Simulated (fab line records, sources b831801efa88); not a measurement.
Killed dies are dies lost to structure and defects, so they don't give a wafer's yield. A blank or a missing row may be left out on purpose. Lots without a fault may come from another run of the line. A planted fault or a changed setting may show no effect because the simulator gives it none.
fab line records | flow sky130
record lots=6 wafers=18 last_day=50
route steps=708 shown VIA2@524 METAL3@532 CAPM@537 PAD_OPEN@708
lots that met no fault: from a run of the same line without faults
start_h: hours from the record's first day to the start of the lot's first wafer shown | wait_h: hours since the lot's step before | " the same as in the row above | L1.1+2: a row that stands for several wafers | - no value, or no start given | * or withheld: withheld | < > ~ a bound
route shown NAME@n: a module of which the file shows steps, and the number in the route of the first | usual: mean/standard deviation of fault-free wafers | same: alike in all rows | chamber/n: place in a boat | sites: the reading at each site | _std_site: their standard deviation | _edge_site: outer sites' mean less inner sites' | radius_mm: how far each site lies from the wafer's centre | mask NAME#n: copy n | behind: the tool/chamber that last shaped the wafer | hold: why the lot was held/for how many hours/how that ended | device: the transistor (n, p or np) that didn't switch | end of line: the same wafers' tests at the end of the route | a step without rows: its recipe alone | killed: dies lost to structure and defects at the first sort, not the wafer's yield | map: a wafer's dies, x killed, . not, _ none there
set.NAME: the setting as run; set.NAME@STEP: as run at that earlier step | model.NAME: the simulator's own value behind a step, which no gauge read
lots at some steps of the route; a table a step, a row a wafer
services: from which hour (start_h, from the record's first day; less than 0 if before it) a tool's chamber was out of use, for how many hours, and why
## steps
# step SKY_VIA2_STRIP_17
# recipe chemistry=post_etch_residue_remover time_s=1200 temp_c=72.5
# step SKY_VIA2_CLEAN_18
# recipe chemistry=IPA time_s=180 temp_c=25
# step SKY_VIA2_CLEAN_19
# recipe chemistry=O3/DIW dry=n2_spin
# step SKY_VIA2_SPUTTER_20
# recipe material=TiN target_thk_nm=20 chamber_pressure_pa=5 power_w=4000 time_s=80
# step SKY_VIA2_CVD_21
# recipe material=W target_thk_nm=420 time_s=126.4 temp_c=400 pressure_torr=40
# step SKY_VIA2_RS_MEAS_22
# recipe thk_meas_gauge=four-point-probe reads=W_of_VIA2_CVD_21+TiN_of_VIA2_SPUTTER_20
# usual VIA2_W_RS=0.270/0.0051
# columns lot.wafer tool chamber start_h wait_h VIA2_W_RS[ohm/sq]
L124.2 film_metro-03 - 890.86 0.1 0.266
L124.4 " - " " 0.277
L124.5 " - " " 0.273
L128.2 film_metro-01 - 918.86 0.1 0.260
L128.4 " - " " 0.262
L128.5 " - " " 0.262
L130.2 film_metro-04 - 931.24 0.1 0.271
L130.5 " - " " 0.267
L130.6 " - " " 0.274
L132.2 film_metro-03 - 955.67 0.1 0.270
L132.3 " - " " 0.269
L132.4 " - " " 0.275
L135.2 film_metro-03 - 973.37 0.1 0.265
L135.3 " - " " 0.265
L135.5 " - " " 0.267
L141.3 film_metro-03 - 1006.90 0.1 0.278
L141.4 " - " " 0.270
L141.6 " - " " 0.271
# step SKY_VIA2_THK_MEAS_23
# recipe thk_meas_gauge=xrf reads=W_of_VIA2_CVD_21
# usual VIA2_W_THK=433/9.1
# columns lot.wafer tool chamber start_h wait_h VIA2_W_THK[nm]
L124.2 film_metro-03 - 890.97 0.1 432
L124.4 " - " " 412
L124.5 " - " " 414
L128.2 film_metro-01 - 918.97 0.1 450
L128.4 " - " " 453
L128.5 " - " " 450
L130.2 film_metro-04 - 931.35 0.1 440
L130.5 " - " " 443
L130.6 " - " " 430
L132.2 film_metro-03 - 955.78 0.1 430
L132.3 " - " " 433
L132.4 " - " " 422
L135.2 film_metro-03 - 973.48 0.1 442
L135.3 " - " " 435
L135.5 " - " " 435
L141.3 film_metro-03 - 1007.00 0.1 422
L141.4 " - " " 431
L141.6 " - " " 432
# step SKY_VIA2_CMP_24
# recipe stop_on=SiO2 t_overpolish_s=20 down_force_psi=3.5 platen_rpm=60 target_thk_nm=0 pad_velocity_m_s=0.94248
# step SKY_METAL3_SPUTTER_00
# recipe material=Ti target_thk_nm=15 power_w=3000 time_s=10 chamber_pressure_pa=0.4
# usual cathode_dc_power_W=3000.0/0.52 throttle_valve_pct=29.6/1
# columns lot.wafer tool chamber start_h wait_h cathode_dc_power_W throttle_valve_pct
L124.2 pvd_sputter-03 - 891.32 0.1 3000.5 30.8
L124.4 " - " " 3000.2 30.5
L124.5 " - " " 3000.7 30.3
L128.2 pvd_sputter-02 - 919.82 0.2 2999.9 28.2
L128.4 " - " " 3000.7 27.9
L128.5 " - " " 3001.4 30.1
L130.2 pvd_sputter-03 - 931.70 0.1 3000.5 30.7
L130.5 " - " " 2999.8 30.5
L130.6 " - " " 3000.2 30.8
L132.2 pvd_sputter-01 - 956.60 0.2 2999.3 29.7
L132.3 " - " " 2999.1 30.3
L132.4 " - " " 2999.7 28.1
L135.2 pvd_sputter-02 - 973.83 0.1 3000.1 30.6
L135.3 " - " " 3000.2 30.6
L135.5 " - " " 3000.4 30.5
L141.3 pvd_sputter-02 - 1007.34 0.2 2999.7 27.9
L141.4 " - " " 3000.4 27.3
L141.6 " - " " 2999.0 30.2
# step SKY_METAL3_SPUTTER_01
# recipe material=TiN target_thk_nm=20 power_w=6500 time_s=16.7 chamber_pressure_pa=0.4
# step SKY_METAL3_SPUTTER_02
# recipe material=AlCu target_thk_nm=735 power_w=10600 time_s=39.1 chamber_pressure_pa=0.4
# step SKY_METAL3_SPUTTER_03
# recipe material=Ti target_thk_nm=5 power_w=3000 time_s=3.3 chamber_pressure_pa=0.4
# usual cathode_dc_power_W=3000.0/0.58 throttle_valve_pct=29.6/0.99
# columns lot.wafer tool chamber start_h wait_h cathode_dc_power_W throttle_valve_pct
L124.2 pvd_sputter-03 - 891.41 0.0 3000.6 30.6
L124.4 " - " " 3000.2 30.5
L124.5 " - " " 3000.6 30.5
L128.2 pvd_sputter-02 - 919.91 0.0 3000.8 28.6
L128.4 " - " " 2999.8 27.7
L128.5 " - " " 3001.4 30.6
L130.2 pvd_sputter-03 - 931.79 0.0 3000.7 30.5
L130.5 " - " " 3000.4 30.4
L130.6 " - " " 2999.7 30.6
L132.2 pvd_sputter-01 - 956.69 0.0 2999.2 29.7
L132.3 " - " " 3001.2 30.0
L132.4 " - " " 3000.7 28.2
L135.2 pvd_sputter-02 - 973.92 0.0 2999.3 30.5
L135.3 " - " " 2999.1 30.3
L135.5 " - " " 3000.3 30.1
L141.3 pvd_sputter-02 - 1007.42 0.0 3000.0 28.3
L141.4 " - " " 3000.7 27.7
L141.6 " - " " 3000.4 30.4
# step SKY_METAL3_SPUTTER_04
# recipe material=TiN target_thk_nm=70 power_w=6500 time_s=58.3 chamber_pressure_pa=0.4
# usual cathode_dc_power_W=6499.9/1.2 throttle_valve_pct=29.7/0.99
# columns lot.wafer tool chamber start_h wait_h cathode_dc_power_W throttle_valve_pct model.TiN_of_METAL3_SPUTTER_04.thk_nm
L124.2 pvd_sputter-03 - 891.43 0.0 6497.1 30.7 72.73
L124.4 " - " " 6498.8 30.3 71.47
L124.5 " - " " 6501.4 30.5 71.67
L128.2 pvd_sputter-02 - 919.93 0.0 6501.4 28.3 69.19
L128.4 " - " " 6500.1 27.6 68.57
L128.5 " - " " 6500.1 30.4 69.09
L130.2 pvd_sputter-03 - 931.80 0.0 6501.0 30.5 71.65
L130.5 " - " " 6501.0 30.5 71.46
L130.6 " - " " 6502.2 30.5 71.31
L132.2 pvd_sputter-01 - 956.71 0.0 6500.1 29.5 69.78
L132.3 " - " " 6500.0 30.1 69.15
L132.4 " - " " 6499.1 28.3 69.74
L135.2 pvd_sputter-02 - 973.94 0.0 6500.8 30.4 135.1
L135.3 " - " " 6499.0 30.4 133.9
L135.5 " - " " 6499.2 30.4 135.4
L141.3 pvd_sputter-02 - 1007.44 0.0 6500.8 28.3 136
L141.4 " - " " 6500.3 27.8 135.4
L141.6 " - " " 6501.3 30.5 134.9
# step SKY_CAPM_CVD_00
# recipe material=SiO2 target_thk_nm=15.5 temp_c=400 time_s=withheld rf_w=450
# usual heater_power_w=759/97
# columns lot.wafer tool chamber start_h wait_h heater_power_w
L124.2 pecvd-03 1 891.48 0.0 730
L124.4 " 0 " " 846
L124.5 " 1 " " 713
L128.2 pecvd-01 2 919.98 0.0 622
L128.4 " 1 " " 666
L128.5 " 2 " " 628
L130.2 pecvd-01 0 931.85 0.0 899
L130.5 " 0 " " 909
L130.6 " 1 " " 576
L132.2 pecvd-02 1 956.76 0.0 703
L132.3 " 0 " " 787
L132.4 " 0 " " 797
L135.2 pecvd-03 0 973.99 0.0 723
L135.3 " 2 " " 882
L135.5 " 2 " " 912
L141.3 pecvd-03 2 1007.50 0.0 854
L141.4 " 0 " " 807
L141.6 " 0 " " 816
# step SKY_CAPM_THK_MEAS_01
# recipe reads=SiO2_of_CAPM_CVD_00
# usual CAPM_CVD_00_THK=15.47/0.24
# columns lot.wafer tool chamber start_h wait_h CAPM_CVD_00_THK[nm]
L124.2 film_metro-03 - 891.52 - 15.48
L124.4 " - " " 15.79
L124.5 " - " " 15.70
L128.2 film_metro-04 - 920.01 - 15.37
L128.4 " - " " 15.43
L128.5 " - " " 15.36
L130.2 film_metro-02 - 931.89 - 14.97
L130.5 " - " " 15.11
L130.6 " - " " 15.43
L132.2 film_metro-04 - 956.79 - 15.87
L132.3 " - " " 15.38
L132.4 " - " " 15.77
L135.2 film_metro-03 - 974.02 - 15.21
L135.3 " - " " 15.28
L135.5 " - " " 15.54
L141.3 film_metro-04 - 1007.54 - 15.57
L141.4 " - " " 15.91
L141.6 " - " " 15.80
# step SKY_CAPM_SPUTTER_02
# recipe material=TiN target_thk_nm=200 temp_c=300 power_w=6500 time_s=166.7 chamber_pressure_pa=0.4
# usual cathode_dc_power_W=6500.1/1.3 throttle_valve_pct=30.4/0.5
# columns lot.wafer tool chamber start_h wait_h cathode_dc_power_W throttle_valve_pct
L124.2 pvd_sputter-02 - 891.57 0.0 6500.3 30.4
L124.4 " - " " 6500.0 30.5
L124.5 " - " " 6497.2 30.5
L128.2 pvd_sputter-03 - 920.06 0.0 6500.1 30.3
L128.4 " - " " 6500.3 30.6
L128.5 " - " " 6498.3 30.6
L130.2 pvd_sputter-04 - 931.94 0.0 6498.3 29.4
L130.5 " - " " 6500.1 30.4
L130.6 " - " " 6501.7 30.7
L132.2 pvd_sputter-03 - 956.84 0.0 6499.8 30.6
L132.3 " - " " 6498.7 30.3
L132.4 " - " " 6500.6 30.2
L135.2 pvd_sputter-04 - 974.07 0.0 6502.9 30.8
L135.3 " - " " 6498.6 29.7
L135.5 " - " " 6500.6 30.0
L141.3 pvd_sputter-03 - 1007.58 0.0 6502.1 30.3
L141.4 " - " " 6500.7 30.7
L141.6 " - " " 6500.6 30.2
# step SKY_CAPM_RS_MEAS_03
# recipe thk_meas_gauge=four-point-probe reads=TiN_of_CAPM_SPUTTER_02
# usual CAPM_TIN_RS=6.91/0.071
# columns lot.wafer tool chamber start_h wait_h CAPM_TIN_RS[ohm/sq]
L124.2 film_metro-03 - 891.70 0.1 6.93
L124.4 " - " " 7.01
L124.5 " - " " 6.88
L128.2 film_metro-03 - 920.19 0.1 6.80
L128.4 " - " " 6.84
L128.5 " - " " 6.75
L130.2 film_metro-03 - 932.06 0.1 6.92
L130.5 " - " " 7.01
L130.6 " - " " 6.90
L132.2 film_metro-04 - 956.97 0.1 6.93
L132.3 " - " " 6.92
L132.4 " - " " 6.93
L135.2 film_metro-03 - 974.20 0.1 6.98
L135.3 " - " " 7.00
L135.5 " - " " 6.90
L141.3 film_metro-03 - 1007.73 0.1 6.93
L141.4 " - " " 6.87
L141.6 " - " " 6.87
# step SKY_CAPM_THK_MEAS_04
# recipe thk_meas_gauge=xrf reads=TiN_of_CAPM_SPUTTER_02
# usual CAPM_TIN_THK=200.0/2.3
# columns lot.wafer tool chamber start_h wait_h CAPM_TIN_THK[nm]
L124.2 film_metro-03 - 891.81 0.1 198.7
L124.4 " - " " 197.2
L124.5 " - " " 200.1
L128.2 film_metro-03 - 920.30 0.1 202.1
L128.4 " - " " 201.3
L128.5 " - " " 204.3
L130.2 film_metro-03 - 932.17 0.1 199.4
L130.5 " - " " 196.9
L130.6 " - " " 199.5
L132.2 film_metro-04 - 957.08 0.1 202.2
L132.3 " - " " 201.4
L132.4 " - " " 199.9
L135.2 film_metro-03 - 974.31 0.1 197.5
L135.3 " - " " 197.8
L135.5 " - " " 199.6
L141.3 film_metro-03 - 1007.83 0.1 199.4
L141.4 " - " " 200.0
L141.6 " - " " 200.4
# step SKY_CAPM_DEHYDRATE_05
# recipe temp_c=200 time_s=60
# step SKY_CAPM_HMDS_06
# recipe prime_time_s=60 prime_temp_c=120
# step SKY_CAPM_COAT_07
# recipe resist=NOVOLAK spin_rpm=3000 resist_thk_nm=1140
# step SKY_CAPM_SOFTBAKE_08
# recipe temp_c=90 time_s=60 resist=NOVOLAK
# step SKY_CAPM_EXPOSE_09
# recipe mask_id=CAPM na=0.6 source_shape=conventional sigma_outer=0.6 polarization=unpolarized target_cd_nm=1000 dose_mj=159
# step SKY_CAPM_PEB_10
# recipe temp_c=withheld time_s=* resist=NOVOLAK
# step SKY_CAPM_DEVELOP_11
# recipe resist=NOVOLAK developer=TMAH develop_time_s=60 dev_temp_c=23
# step SKY_CAPM_OVL_MEAS_12
# usual CAPM_OVL=-1.2/1.5
# columns lot.wafer tool chamber start_h wait_h CAPM_OVL[nm]
L124.2 overlay-02 - 916.78 0.1 0.3
L124.4 " - " " 0.1
L124.5 " - " " -1.5
L128.2 overlay-02 - 944.26 0.1 0.2
L128.4 " - " " -0.9
L128.5 " - " " -0.6
L130.2 overlay-01 - 956.91 0.1 -2.2
L130.5 " - " " -1.3
L130.6 " - " " -5.1
L132.2 overlay-02 - 980.41 0.1 -1.4
L132.3 " - " " -2.1
L132.4 " - " " -2.3
L135.2 overlay-02 - 997.98 0.1 -0.7
L135.3 " - " " -1.7
L135.5 " - " " -0.6
L141.3 overlay-01 - 1030.34 0.1 -2.8
L141.4 " - " " -2.9
L141.6 " - " " -3.7
# step SKY_CAPM_METAL_ETCH_13
# recipe target_depth_nm=220 stop_on=SiO2 chemistry=Cl2/BCl3 target=TiN pressure_mtorr=10 icp_w=900 bias_w=48.5 Cl2_flow_sccm=60 bcl3_flow_sccm=30 time_s=62.9
# usual drypump_motor_current_A=5.6/0.43 oes_product_au=0.941/0.007 throttle_valve_pct=21.902/0.0089
# columns lot.wafer tool chamber start_h wait_h drypump_motor_current_A oes_product_au rf_hours_counter_h throttle_valve_pct
L124.2 rie_metal-04 0 916.81 0.0 6.5 0.942 18 21.906
L124.4 " 0 " " 6.5 0.940 - 21.906
L124.5 " 0 " " 6.5 0.942 - 21.903
L128.2 rie_metal-03 0 944.29 0.0 5.5 0.947 4 21.925
L128.4 " 0 " " 5.5 0.945 - 21.890
L128.5 " 1 " " 5.3 0.947 - 21.894
L130.2 rie_metal-03 1 956.94 0.0 5.3 0.942 16 21.898
L130.5 " 1 " " 5.3 0.932 - 21.898
L130.6 " 0 " " 5.5 0.935 - 21.898
L132.2 rie_metal-04 0 980.44 0.0 6.5 0.939 2 21.889
L132.3 " 1 " " 5.3 0.950 - 21.915
L132.4 " 0 " " 6.4 0.931 - 21.910
L135.2 rie_metal-02 1 998.01 0.0 5.7 0.928 17 21.902
L135.3 " 0 " " 5.8 0.931 - 21.900
L135.5 " 1 " " 5.7 0.945 - 21.908
L141.3 rie_metal-03 0 1030.41 0.1 5.5 0.936 - 21.893
L141.4 " 0 " " 5.5 0.943 - 21.902
L141.6 " 0 " " 5.5 0.949 - 21.896
# step SKY_CAPM_STRIP_14
# recipe chemistry=O2/N2 power_w=1400 pressure_mtorr=1500 platen_temp_c=withheld o2_flow_sccm=3000 n2_flow_sccm=300 overash_fraction=0.5
# step SKY_CAPM_STRIP_15
# recipe chemistry=post_etch_residue_remover time_s=1200 temp_c=72.5
# step SKY_CAPM_CLEAN_16
# recipe chemistry=IPA time_s=180 temp_c=25
# step SKY_CAPM_CLEAN_17
# recipe chemistry=O3/DIW dry=n2_spin
# step SKY_METAL3_DEHYDRATE_05
# recipe temp_c=200 time_s=60
# step SKY_METAL3_HMDS_06
# recipe prime_time_s=60 prime_temp_c=120
# step SKY_METAL3_COAT_07
# recipe resist=BARC temp_c=withheld time_s=withheld spin_rpm=3000 resist_thk_nm=60
# step SKY_METAL3_COAT_08
# recipe resist=KrF-thick spin_rpm=3000 resist_thk_nm=1140
# step SKY_METAL3_SOFTBAKE_09
# recipe temp_c=100 time_s=90 resist=KrF-thick
# step SKY_METAL3_EXPOSE_10
# recipe mask_id=MM3 na=0.68 source_shape=annular sigma_inner=0.4 sigma_outer=0.8 target_cd_nm=300 dose_mj=28
# step SKY_METAL3_PEB_11
# recipe peb_temp_c=withheld peb_time_s=withheld resist=KrF-thick
# step SKY_METAL3_DEVELOP_12
# recipe develop_time_s=60 resist=KrF-thick dev_temp_c=21
# step SKY_METAL3_CD_MEAS_13
# recipe target_cd_nm=300
# usual cd_nm=300.6/1.3
# columns lot.wafer tool chamber start_h wait_h cd_nm
L124.2 cd_sem-02 - 941.74 - 298.6
L124.4 " - " " 299.2
L124.5 " - " " 299.3
L128.2 cd_sem-02 - 968.63 - 300.6
L128.4 " - " " 300.1
L128.5 " - " " 301.0
L130.2 cd_sem-01 - 982.46 - 300.8
L130.5 " - " " 299.2
L130.6 " - " " 299.0
L132.2 cd_sem-01 - 1004.53 - 298.5
L132.3 " - " " 298.9
L132.4 " - " " 298.3
L135.2 cd_sem-02 - 1021.71 - 299.8
L135.3 " - " " 299.0
L135.5 " - " " 300.6
L141.3 cd_sem-01 - 1053.36 - 299.7
L141.4 " - " " 302.1
L141.6 " - " " 300.9
# step SKY_METAL3_OVL_MEAS_14
# usual METAL3_OVL=-1/5.3
# columns lot.wafer tool chamber start_h wait_h METAL3_OVL[nm]
L124.2 overlay-01 - 941.85 0.1 -4
L124.4 " - " " 0
L124.5 " - " " -6
L128.2 overlay-02 - 968.73 0.1 -7
L128.4 " - " " -11
L128.5 " - " " -1
L130.2 overlay-01 - 982.57 0.1 4
L130.5 " - " " -3
L130.6 " - " " -4
L132.2 overlay-01 - 1004.63 0.1 -12
L132.3 " - " " -11
L132.4 " - " " -6
L135.2 overlay-01 - 1021.82 0.1 -8
L135.3 " - " " -11
L135.5 " - " " -8
L141.3 overlay-02 - 1053.46 0.1 4
L141.4 " - " " 0
L141.6 " - " " 0
# step SKY_METAL3_DESCUM_15
# recipe chemistry=O2 source_power_w=150 bias_power_w=0 pressure_mtorr=10 temp_c=40 time_s=8
# step SKY_METAL3_METAL_ETCH_18
# recipe target_depth_a=8450 stop_on=SiO2 over_etch_frac=0.3 time_s=183.1 chemistry=Cl2/BCl3 resist_sidewall_deg=88 pressure_mtorr=10 icp_w=900 bias_w=48.5 Cl2_flow_sccm=60 bcl3_flow_sccm=30
# usual drypump_motor_current_A=5.6/0.41 oes_product_au=0.864/0.006 throttle_valve_pct=22.265/0.0088
# columns lot.wafer tool chamber start_h wait_h drypump_motor_current_A oes_product_au rf_hours_counter_h throttle_valve_pct
L124.2 rie_metal-03 0 942.16 0.0 5.5 0.853 4 22.258
L124.4 " 0 " " 5.5 0.860 - 22.272
L124.5 " 0 " " 5.5 0.852 - 22.283
L128.2 rie_metal-04 1 968.95 0.0 5.3 0.856 17 22.280
L128.4 " 1 " " 5.3 0.859 - 22.259
L128.5 " 1 " " 5.3 0.859 - 22.264
L130.2 rie_metal-01 0 982.75 0.0 5.8 0.877 19 22.256
L130.5 " 1 " " 5.6 0.872 - 22.270
L130.6 " 0 " " 5.8 0.864 - 22.293
L132.2 rie_metal-03 0 1004.81 0.0 5.5 0.863 7 22.267
L132.3 " 0 " " 5.5 0.871 - 22.269
L132.4 " 1 " " 5.3 0.870 - 22.253
L135.2 rie_metal-04 0 1022.13 0.0 6.4 0.896 4 22.274
L135.3 " 1 " " 5.3 0.900 - 22.253
L135.5 " 0 " " 6.4 0.901 - 22.258
L141.3 rie_metal-04 1 1053.69 0.1 5.3 0.907 - 22.265
L141.4 " 0 " " 6.4 0.897 - 22.274
L141.6 " 1 " " 5.3 0.888 - 22.267
# step SKY_PAD_OPEN_PROBE_99
# usual defect_limited_yield=82.5/1.9 killed_at_M0_to_M3=43/7.6 killed_at_M4_up=2.9/1.7 killed_at_contacts=24/5.5 killed_at_front_end=15/4.2 killed_at_other=0.3/0.52 killed_dies=86/9.4 killed_open=47/7 killed_short=39/6.4 sort_bin_3_pad_short=0.9/0.4 sort_bin_5_function=10.3/1.6 sort_bin_6_memory=6.2/1.1 sort_n_pass=406/9.4 sort_yield_pct=82.5/1.9
# same gross_dies=492 killed_at_back_side=0 sort_bin_4_leakage[%]=0 sort_bin_8_speed[%]=0
# columns lot.wafer tool chamber start_h wait_h defect_limited_yield[%] killed_at_M0_to_M3 killed_at_M4_up killed_at_contacts killed_at_front_end killed_at_other killed_dies killed_open killed_short sort_bin_3_pad_short[%] sort_bin_5_function[%] sort_bin_6_memory[%] sort_n_pass sort_yield_pct[%] model.etest.via3_chain.rc_ohm
L124.2 prober-01 - 1108.70 0.1 80.1 44 0 29 25 0 98 49 48 1.8 8.9 9.1 394 80.1 9.893
L124.4 prober-01 - 1108.80 0.2 80.7 53 1 20 21 0 95 57 38 1.0 11.0 7.3 397 80.7 9.597
L124.5 prober-01 - 1108.85 0.2 81.1 45 1 24 23 0 93 45 48 1.2 11.2 6.5 399 81.1 9.585
L128.2 prober-01 - 1130.69 0.1 83.5 50 2 19 10 0 81 40 41 0.6 9.6 6.3 411 83.5 9.194
L128.4 prober-01 - 1130.79 0.2 80.9 43 7 25 18 1 94 41 52 1.8 12.2 5.1 398 80.9 9.334
L128.5 prober-01 - 1130.84 0.2 82.3 30 4 37 16 0 87 51 36 1.0 9.6 7.1 405 82.3 9.367
L130.2 prober-01 - 1143.65 0.1 83.3 39 2 27 14 0 82 51 30 1.0 10.2 5.5 410 83.3 9.217
L130.5 prober-01 - 1143.80 0.2 81.3 48 4 29 11 0 92 51 41 1.0 9.8 7.9 400 81.3 9.106
L130.6 prober-01 - 1143.85 0.2 80.5 41 3 32 20 0 96 56 39 0.6 13.0 5.9 396 80.5 9.69
L132.2 prober-01 - 1158.88 0.1 83.3 29 3 35 15 0 82 39 43 0.8 9.6 6.3 410 83.3 9.535
L132.3 prober-01 - 1158.93 0.2 84.1 35 5 26 12 0 78 43 35 0.6 9.8 5.5 414 84.1 8.943
L132.4 prober-01 - 1158.98 0.2 82.7 41 4 24 16 0 85 49 36 1.6 10.2 5.5 407 82.7 9.697
L135.2 prober-02 - 1173.23 0.1 83.3 39 1 26 16 0 82 48 34 1.0 10.4 5.3 410 83.3 11.59
L135.3 prober-02 - 1173.28 0.2 86.2 34 1 21 12 0 68 41 27 1.6 6.7 5.5 424 86.2 11.25
L135.5 prober-02 - 1173.38 0.2 84.1 34 0 26 17 1 78 39 39 1.4 7.9 6.5 414 84.1 11.63
L141.3 prober-02 - 1195.98 0.2 83.1 36 5 30 11 1 83 53 30 1.0 9.6 6.3 409 83.1 11.63
L141.4 prober-02 - 1196.03 0.2 84.6 37 2 23 13 1 76 41 33 1.0 10.0 4.5 416 84.6 11.82
L141.6 prober-02 - 1196.13 0.2 84.3 34 2 24 16 1 77 40 36 0.6 11.0 4.1 415 84.3 11.79
# killed by level:class
L124.2 CONTACT:geometric_particle:open=11 METAL1:geometric_particle:short=11 VIA1:geometric_particle:open=9 FIELD_ISO:geometric_particle:open=7 LI_CONTACT:geometric_particle:open=7 FIELD_ISO:geometric_particle:short=6 METAL3:geometric_particle:short=6 LOCAL_INTERCONNECT:geometric_particle:short=5
L124.4 VIA1:geometric_particle:open=9 VIA2:geometric_particle:open=9 VIA3:geometric_particle:open=7 POLY_GATE:geometric_particle:short=7 LI_CONTACT:geometric_particle:open=7 POLY_GATE:geometric_particle:open=6 CONTACT:geometric_particle:open=6 METAL2:geometric_particle:short=6
L124.5 VIA1:geometric_particle:open=8 FIELD_ISO:geometric_particle:open=7 CONTACT:geometric_particle:short=6 CONTACT:geometric_particle:open=6 VIA1:geometric_particle:short=6 LOCAL_INTERCONNECT:geometric_particle:short=5 VIA2:geometric_particle:open=5 METAL3:geometric_particle:short=5
L128.2 METAL1:geometric_particle:short=11 VIA1:geometric_particle:open=11 VIA3:geometric_particle:open=9 LOCAL_INTERCONNECT:geometric_particle:short=7 CONTACT:geometric_particle:open=6 METAL2:geometric_particle:short=5 VIA2:geometric_particle:open=5 LI_CONTACT:geometric_particle:open=4
L128.4 VIA1:geometric_particle:open=9 METAL1:geometric_particle:short=8 CONTACT:geometric_particle:short=7 VIA2:geometric_particle:open=7 FIELD_ISO:geometric_particle:short=6 LOCAL_INTERCONNECT:geometric_particle:short=6 CONTACT:geometric_particle:open=6 METAL2:geometric_particle:short=6
L128.5 CONTACT:geometric_particle:open=22 POLY_GATE:geometric_particle:short=7 VIA2:geometric_particle:open=6 LI_CONTACT:geometric_particle:open=5 LOCAL_INTERCONNECT:geometric_particle:short=4 CONTACT:geometric_particle:short=4 METAL2:geometric_particle:short=4 VIA3:geometric_particle:open=4
L130.2 CONTACT:geometric_particle:open=12 VIA1:geometric_particle:open=10 CONTACT:geometric_particle:short=7 VIA2:geometric_particle:open=7 LI_CONTACT:geometric_particle:open=5 METAL1:geometric_particle:short=5 VIA3:geometric_particle:open=5 FIELD_ISO:geometric_particle:open=4
L130.5 CONTACT:geometric_particle:open=16 METAL2:geometric_particle:short=9 VIA1:geometric_particle:open=8 VIA3:geometric_particle:open=8 METAL1:geometric_particle:short=7 FIELD_ISO:geometric_particle:open=5 VIA2:geometric_particle:open=5 LI_CONTACT:geometric_particle:open=4
L130.6 CONTACT:geometric_particle:open=16 VIA1:geometric_particle:open=11 VIA3:geometric_particle:open=9 CONTACT:geometric_particle:short=7 FIELD_ISO:geometric_particle:short=6 VIA2:geometric_particle:open=5 FIELD_ISO:geometric_particle:open=4 LI_CONTACT:geometric_particle:short=4
L132.2 CONTACT:geometric_particle:open=13 CONTACT:geometric_particle:short=7 LI_CONTACT:geometric_particle:open=6 FIELD_ISO:geometric_particle:short=5 VIA1:geometric_particle:short=5 VIA3:geometric_particle:short=5 LOCAL_INTERCONNECT:geometric_particle:short=4 FIELD_ISO:geometric_particle:open=4
L132.3 VIA1:geometric_particle:open=9 LI_CONTACT:geometric_particle:open=7 CONTACT:geometric_particle:open=6 VIA3:geometric_particle:open=5 CONTACT:geometric_particle:short=5 METAL1:geometric_particle:short=5 METAL4:geometric_particle:short=5 SPACER:geometric_particle:open=4
L132.4 VIA1:geometric_particle:open=11 VIA2:geometric_particle:open=8 CONTACT:geometric_particle:open=7 CONTACT:geometric_particle:short=6 LI_CONTACT:geometric_particle:open=5 FIELD_ISO:geometric_particle:short=4 VIA1:geometric_particle:short=4 LOCAL_INTERCONNECT:geometric_particle:short=4
L135.2 VIA1:geometric_particle:open=11 LI_CONTACT:geometric_particle:open=9 VIA3:geometric_particle:open=8 CONTACT:geometric_particle:open=6 LOCAL_INTERCONNECT:geometric_particle:short=5 METAL1:geometric_particle:short=5 VIA1:geometric_particle:short=5 POLY_GATE:geometric_particle:short=4
L135.3 VIA1:geometric_particle:open=11 CONTACT:geometric_particle:open=8 LI_CONTACT:geometric_particle:open=6 METAL1:geometric_particle:short=5 VIA2:geometric_particle:open=4 POLY_GATE:geometric_particle:open=3 CONTACT:geometric_particle:short=3 VIA1:geometric_particle:short=3
L135.5 VIA1:geometric_particle:open=9 CONTACT:geometric_particle:open=7 LI_CONTACT:geometric_particle:open=6 CONTACT:geometric_particle:short=6 VIA3:geometric_particle:short=6 VIA1:geometric_particle:short=5 VIA3:geometric_particle:open=5 FIELD_ISO:geometric_particle:short=4
L141.3 LI_CONTACT:geometric_particle:open=13 CONTACT:geometric_particle:open=8 VIA1:geometric_particle:open=8 VIA1:geometric_particle:short=7 VIA3:geometric_particle:open=6 VIA2:geometric_particle:open=5 POLY_GATE:geometric_particle:open=4 CONTACT:geometric_particle:short=4
L141.4 VIA3:geometric_particle:open=10 CONTACT:geometric_particle:short=7 METAL2:geometric_particle:short=7 LI_CONTACT:geometric_particle:open=6 CONTACT:geometric_particle:open=5 VIA1:geometric_particle:open=5 VIA2:geometric_particle:open=4 FIELD_ISO:geometric_particle:open=3
L141.6 CONTACT:geometric_particle:short=8 CONTACT:geometric_particle:open=7 VIA2:geometric_particle:open=6 VIA1:geometric_particle:open=6 VIA3:geometric_particle:open=5 METAL2:geometric_particle:short=5 FIELD_ISO:geometric_particle:open=4 SPACER:geometric_particle:short=4
## services
# columns tool chamber start_h hours kind
rie_metal-03 - 888.85 2.8 pm
pecvd-03 - 905.39 6.0 pm
rie_metal-02 1 909.40 12.3 repair
rie_metal-02 - 935.83 11.6 repair
pvd_sputter-01 - 938.20 8.3 repair
pvd_sputter-03 1 947.70 - consumable_replace:kit
pvd_sputter-02 - 948.84 3.7 repair
rie_metal-01 1 950.22 1.2 repair
rie_metal-02 - 958.62 2.8 pm
pvd_sputter-02 - 977.74 13.3 repair
pecvd-03 - 982.75 0.5 repair
pvd_sputter-02 - 984.20 0.8 repair
pvd_sputter-01 - 989.62 0.8 repair
rie_metal-03 0 1005.55 13.9 repair
pvd_sputter-02 - 1009.75 8.4 repair
rie_metal-03 - 1010.30 1.4 pm
pecvd-01 - 1019.39 1.2 repair
rie_metal-04 0 1027.82 21.8 repair
pecvd-01 - 1028.84 2.6 repair
pecvd-03 0 1033.24 4.7 repair
pvd_sputter-02 0 1034.92 - consumable_replace:kit
pvd_sputter-02 0 1034.92 18.0 scheduled_down
pvd_sputter-02 0 1034.92 18.0 vent_cycle
pvd_sputter-01 - 1050.25 10.0 repair
## key
first_sign step=SKY_METAL3_METAL_ETCH_18 reading=oes_product_au direction=up sigmas=5.7 usual=0.864 struck=0.898
effect none on later readings
model_effect step=SKY_METAL3_SPUTTER_04 value=TiN_of_METAL3_SPUTTER_04.thk_nm without=69.53 struck=135.1
model_effect step=SKY_PAD_OPEN_PROBE_99 value=etest.via3_chain.rc_ohm without=9.742 struck=11.62
met_at SKY_METAL3_SPUTTER_04
struck_wafers L135.2,L135.3,L135.5,L141.3,L141.4,L141.6
onset_between 919.93 973.94
also_fits time
fault kind=process_parameter_drift tool=pvd_sputter-02 chamber=- onset_h=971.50 steps=SKY_METAL3_SPUTTER_04 channel=target_thk_nm offset=65.605 shape=step end_h=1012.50 acts_in=these_recipes_only stated=70
